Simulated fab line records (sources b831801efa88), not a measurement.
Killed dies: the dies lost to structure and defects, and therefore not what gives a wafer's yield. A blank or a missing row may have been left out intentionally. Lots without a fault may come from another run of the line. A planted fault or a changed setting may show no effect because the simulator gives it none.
fab line records | flow sky130
[record] lots = 13 wafers = 39 lastDay = 50
route steps=708 shown METAL1@449 VIA1@470 METAL2@499 VIA2@507 PAD_OPEN@708
lots that met no fault: from a run of the same line without faults
startH: hours from the record's opening day to when the first of the lot's shown wafers began | waitH: time in hours since the lot's previous step | " identical to the entry in the row above | L1.1+2: a row that stands for several wafers | - either no value or no given start | * or withheld: withheld | < > ~ a bound
route shown NAME@n: a module of which the file shows steps, and the number in the route of the first | usual: mean/standard deviation taken from wafers without a fault | same: alike in all rows | chamber/n: place in a boat | sites: per-site readings | _std_site: standard deviation of those values | _edge_site: mean of outer sites minus mean of inner sites | radiusMm: how far each site lies from the wafer's centre | mask NAME#n: copy n | behind: the tool/chamber that last shaped the wafer | hold: reason for holding the lot/hours on hold/outcome of the hold | device: the transistor (n, p or np) that didn't switch | end of line: tests run on the same wafers once the route is complete | step lacking rows: just its recipe | killed: the dies lost at the first sort to structure and to defects; this is not the yield of the wafer | map: dies across one wafer; x = killed, . = not, _ = none there
set.NAME: the run value of the setting; set.NAME@STEP: its run value at that earlier step | model.NAME: the simulator's own value behind a step, which no gauge read
route steps across a sampled set of lots; one table per step, one row per wafer
services: when a tool's chamber went out of use (startH, in hours from the record's first day, below 0 if earlier), for how many hours, and the reason
[[steps]]
[step SKY_METAL1_CD_MEAS_15]
[recipe] targetCdNm = 140
[usual] cdNm = 140.1/1.4
// columns lot.wafer tool chamber startH waitH cdNm
L120.1 cdSem-01 - 764.55 - 141.6
L120.2 " - " " 140.5
L120.6 " - " " 141.2
L121.1 cdSem-01 - 774.44 - 140.6
L121.2 " - " " 141.4
L121.6 " - " " 140.8
L122.1 cdSem-02 - 783.84 - 140.7
L122.3 " - " " 141.6
L122.4 " - " " 140.5
L123.1 cdSem-02 - 790.68 - 137.4
L123.2 " - " " 139.6
L123.6 " - " " 138.3
L124.4 cdSem-02 - 802.13 - 137.2
L124.5 " - " " 138.8
L124.6 " - " " 138.7
L125.1 cdSem-02 - 815.82 - 143.6
L125.3 " - " " 141.9
L125.6 " - " " 141.7
L127.2 cdSem-01 - 817.74 - 139.7
L127.3 " - " " 139.9
L127.4 " - " " 139.5
L128.1 cdSem-01 - 849.67 - 142.4
L128.2 " - " " 141.9
L128.5 " - " " 140.2
L130.1 cdSem-02 - 851.82 - 142.2
L130.4 " - " " 141.9
L130.6 " - " " 141.9
L131.1 cdSem-02 - 856.48 - 139.4
L131.2 " - " " 139.8
L131.3 " - " " 139.7
L137.1 cdSem-01 - 896.18 - 140.5
L137.4 " - " " 139.2
L137.5 " - " " 139.8
L142.2 cdSem-02 - 935.05 - 140.0
L142.4 " - " " 140.2
L142.6 " - " " 138.3
L143.1 cdSem-01 - 935.74 - 140.3
L143.2 " - " " 139.4
L143.6 " - " " 140.5
[step SKY_VIA1_CD_MEAS_12]
[recipe] targetCdNm = 150
[usual] cdNm = 150.0/1.4
// columns lot.wafer tool chamber startH waitH cdNm
L120.1 cdSem-02 - 793.62 - 148.5
L120.2 " - " " 150.5
L120.6 " - " " 149.5
L121.1 cdSem-01 - 802.68 - 150.6
L121.2 " - " " 152.2
L121.6 " - " " 151.4
L122.1 cdSem-01 - 811.78 - 151.3
L122.3 " - " " 150.8
L122.4 " - " " 151.3
L123.1 cdSem-02 - 818.98 - 149.3
L123.2 " - " " 149.2
L123.6 " - " " 148.0
L124.4 cdSem-01 - 829.93 - 151.0
L124.5 " - " " 151.4
L124.6 " - " " 149.3
L125.1 cdSem-01 - 843.08 - 149.1
L125.3 " - " " 151.2
L125.6 " - " " 149.6
L127.2 cdSem-01 - 845.90 - 150.4
L127.3 " - " " 150.6
L127.4 " - " " 150.2
L128.1 cdSem-01 - 876.98 - 152.1
L128.2 " - " " 152.4
L128.5 " - " " 150.3
L130.1 cdSem-01 - 879.98 - 150.2
L130.4 " - " " 149.4
L130.6 " - " " 150.3
L131.1 cdSem-02 - 884.23 - 149.1
L131.2 " - " " 148.4
L131.3 " - " " 147.6
L137.1 cdSem-02 - 922.43 - 154.0
L137.4 " - " " 151.1
L137.5 " - " " 150.8
L142.2 cdSem-02 - 961.25 - 149.7
L142.4 " - " " 151.1
L142.6 " - " " 148.6
L143.1 cdSem-02 - 962.42 - 149.1
L143.2 " - " " 148.1
L143.6 " - " " 147.0
[step SKY_METAL2_OVL_MEAS_16]
[usual] METAL2_OVL = 2/4.7
// columns lot.wafer tool chamber startH waitH METAL2_OVL[nm]
L120.1 overlay-02 - 822.79 0.1 8
L120.2 " - " " 5
L120.6 " - " " 6
L121.1 overlay-01 - 831.44 0.1 -2
L121.2 " - " " -3
L121.6 " - " " -6
L122.1 overlay-01 - 839.95 0.1 7
L122.3 " - " " 5
L122.4 " - " " 5
L123.1 overlay-01 - 847.61 0.1 8
L123.2 " - " " 3
L123.6 " - " " 6
L124.4 overlay-01 - 859.12 0.1 2
L124.5 " - " " 1
L124.6 " - " " 3
L125.1 overlay-01 - 871.45 0.1 4
L125.3 " - " " 10
L125.6 " - " " 7
L127.2 overlay-02 - 874.11 0.1 9
L127.3 " - " " 11
L127.4 " - " " 10
L128.1 overlay-01 - 904.01 0.1 7
L128.2 " - " " 7
L128.5 " - " " 2
L130.1 overlay-01 - 907.26 0.1 6
L130.4 " - " " 5
L130.6 " - " " 2
L131.1 overlay-01 - 911.89 0.1 7
L131.2 " - " " 3
L131.3 " - " " 0
L137.1 overlay-02 - 948.91 0.1 -2
L137.4 " - " " 5
L137.5 " - " " 1
L142.2 overlay-02 - 986.90 0.1 7
L142.4 " - " " 5
L142.6 " - " " -3
L143.1 overlay-02 - 988.19 0.1 1
L143.2 " - " " 6
L143.6 " - " " 4
[step SKY_VIA2_HDPCVD_00]
[recipe] material = SiO2 targetThkNm = 1180 sigmaOpenFrac = 0.3 timeS = 196.7 tempC = 400 sih4FlowSccm = 60 pressureMtorr = 6
[same] timeS = 196.7
// columns lot.wafer tool chamber startH waitH
L120.1+2+6 hdpcvd-02 1,0,2 823.61 0.0
L121.1+2+6 hdpcvd-01 0,1,2 832.25 0.0
L122.1+3+4 hdpcvd-01 2,0,2 840.77 0.0
L123.1+2+6 hdpcvd-01 2,0,0 848.93 0.0
L124.4+5+6 hdpcvd-02 2,0,1 860.06 0.1
L125.1+3+6 hdpcvd-01 0,2,1 872.26 0.0
L127.2+3+4 hdpcvd-01 2,0,0 874.95 0.0
L128.1+2+5 hdpcvd-01 2,1,2 904.82 0.0
L130.1+4+6 hdpcvd-01 0,2,1 908.07 0.0
L130.1+4+6 hdpcvd-01 0,2,1 908.36 0.2
L131.1+2+3 hdpcvd-01 2,0,1 912.70 0.0
L137.1+4+5 hdpcvd-01 0,1,0 949.76 0.0
L137.1+4+5 hdpcvd-01 0,1,0 950.05 0.2
L142.2+4+6 hdpcvd-02 1,0,2 987.85 0.0
L143.1+2+6 hdpcvd-01 0,2,0 989.00 0.0
[step SKY_VIA2_THK_MEAS_01]
[recipe] reads = SiO2_of_VIA2_HDPCVD_00
[usual] VIA2_HDPCVD_THK = 1176/14
// columns lot.wafer tool chamber startH waitH VIA2_HDPCVD_THK[nm]
L120.1 filmMetro-02 - 823.74 0.1 1187
L120.2 " - " " 1178
L120.6 " - " " 1186
L121.1 filmMetro-04 - 832.38 0.1 1192
L121.2 " - " " 1201
L121.6 " - " " 1177
L122.1 filmMetro-02 - 840.90 0.1 1196
L122.3 " - " " 1183
L122.4 " - " " 1178
L123.1 filmMetro-02 - 849.06 0.1 1183
L123.2 " - " " 1182
L123.6 " - " " 1182
L124.4 filmMetro-02 - 860.16 0.0 1168
L124.5 " - " " 1164
L124.6 " - " " 1177
L125.1 filmMetro-02 - 872.39 0.1 1186
L125.3 " - " " 1189
L125.6 " - " " 1196
L127.2 filmMetro-02 - 875.09 0.1 1181
L127.3 " - " " 1204
L127.4 " - " " 1172
L128.1 filmMetro-04 - 904.95 0.1 1177
L128.2 " - " " 1169
L128.5 " - " " 1164
L130.1 filmMetro-01 - 908.49 0.1 2335
L130.4 " - " " 2326
L130.6 " - " " 2366
L131.1 filmMetro-01 - 912.83 0.1 1185
L131.2 " - " " 1170
L131.3 " - " " 1196
L137.1 filmMetro-01 - 950.18 0.1 2310
L137.4 " - " " 2358
L137.5 " - " " 2300
L142.2 filmMetro-04 - 987.99 0.1 1186
L142.4 " - " " 1161
L142.6 " - " " 1182
L143.1 filmMetro-02 - 989.19 0.1 1152
L143.2 " - " " 1158
L143.6 " - " " 1157
[step SKY_PAD_OPEN_PROBE_99]
[usual] defectLimitedYield = 82.3/2.1 killed_at_M0_to_M3 = 44/7.3 killed_at_M4_up = 3.3/1.8 killedAtContacts = 24/5.3 killedAtFrontEnd = 16/5 killedAtOther = 0.2/0.51 killedDies = 87/10 killedOpen = 47/7.5 killedShort = 40/6.3 sort_bin_3_pad_short = 0.9/0.41 sort_bin_5_function = 10.5/1.6 sort_bin_6_memory = 6.3/1.2 sortNPass = 405/10 sortYieldPct = 82.3/2.1
[same] grossDies = 492 killedAtBackSide = 0 sort_bin_4_leakage[%] = 0 sort_bin_8_speed[%] = 0
// columns lot.wafer tool chamber startH waitH defectLimitedYield[%] killed_at_M0_to_M3 killed_at_M4_up killedAtContacts killedAtFrontEnd killedAtOther killedDies killedOpen killedShort sort_bin_3_pad_short[%] sort_bin_5_function[%] sort_bin_6_memory[%] sortNPass sortYieldPct[%]
L137.1 prober-01 - 1177.75 0.1 84.1 46 4 16 12 0 78 39 39 1.2 9.6 5.1 414 84.1
L137.4 prober-01 - 1177.90 0.2 80.3 59 3 27 8 0 97 56 41 1.4 8.7 9.6 395 80.3
// killed by level:class
L137.1 VIA1:geometricParticle:open=12 CONTACT:geometricParticle:open=8 METAL1:geometricParticle:short=8 METAL2:geometricParticle:short=7 LI_CONTACT:geometricParticle:open=4 VIA2:geometricParticle:open=4 METAL4:geometricParticle:short=4 FIELD_ISO:geometricParticle:short=3
L137.4 VIA1:geometricParticle:open=12 VIA3:geometricParticle:open=12 METAL1:geometricParticle:short=10 CONTACT:geometricParticle:open=9 LI_CONTACT:geometricParticle:open=8 VIA2:geometricParticle:open=8 METAL2:geometricParticle:short=5 VIA2:geometricParticle:short=5
[[services]]
// columns tool chamber startH hours kind
hdpcvd-02 - 950.25 15.0 pm
hdpcvd-02 0 950.25 15.0 ventCycle
hdpcvd-02 1 950.25 15.0 ventCycle
hdpcvd-02 2 950.25 15.0 ventCycle
hdpcvd-01 1 952.05 173.0 repair
hdpcvd-02 0 965.25 - clean
hdpcvd-02 1 965.25 - clean
hdpcvd-02 2 965.25 - clean
hdpcvd-01 0 971.95 4.1 repair
hdpcvd-01 - 977.42 5.5 pm
hdpcvd-01 - 984.78 1.2 repair
[[key]]
[firstSign] step = SKY_VIA2_HDPCVD_00 reading = visit direction = added
[effect] step = SKY_VIA2_THK_MEAS_01 reading = VIA2_HDPCVD_THK direction = up sigmas = 81 usual = 1176 struck = 2333
metAt SKY_VIA2_HDPCVD_00
struckLots L130,L137
notActingAt SKY_METAL1_CD_MEAS_15,SKY_VIA1_CD_MEAS_12,SKY_METAL2_OVL_MEAS_16
[fault] kind = repeatedStepWhole tool = hdpcvd-01,hdpcvd-02 chamber = - onsetH = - steps = SKY_VIA2_HDPCVD_00 times = 1 scope = struckLotsOnly
